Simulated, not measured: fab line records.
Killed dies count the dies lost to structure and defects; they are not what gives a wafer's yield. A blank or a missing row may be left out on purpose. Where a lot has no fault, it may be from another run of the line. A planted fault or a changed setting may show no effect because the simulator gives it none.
Matching of chambers | flow gf180mcu | 3 sister chambers for GF_STI_WET_ETCH_17 on wet bench-03
The step etches Si3N4 in H3PO4, target depth 45 nm, time 514 s. 3 wafers are shown with their chamber, then 4 later ones without.

WAFERS PAIRED WITH THEIR CHAMBERS
wafer  | chamber | run length s (s)
L671.5 | 3       | 547
L678.6 | 2       | 539
L690.3 | 1       | 542

WAFERS WHOSE CHAMBER IS MISSING
wafer  | run length s (s)
L690.4 | 542
L693.4 | 540
L693.5 | 540
L693.6 | 540

CHAMBER TAKEN BY EACH
wafer  | from the rows above     | in truth
L690.4 | 1                       | 1
L693.4 | can't be placed: 2 or 1 | 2
L693.5 | can't be placed: 2 or 1 | 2
L693.6 | can't be placed: 2 or 1 | 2
Correctly placed: 1 of 4. Can't be placed from these rows: 3 (the true chamber is among the candidates in 3). 0 placed wrongly.
How it was worked out, from the rows above alone: a wafer's distance from a chamber is the root of the sum, over the readings, of the square of ((its reading less the chamber's mean) divided by the reading's scatter). The wafer belongs to the nearest chamber; if the next one is less than 2 further off, it can't be placed. For every chamber, the mean is computed from those of its wafers that are shown. The scatter (one wafer shown for each chamber): square how far every hidden wafer sits from the nearest shown wafer, average those squares and take the square root.
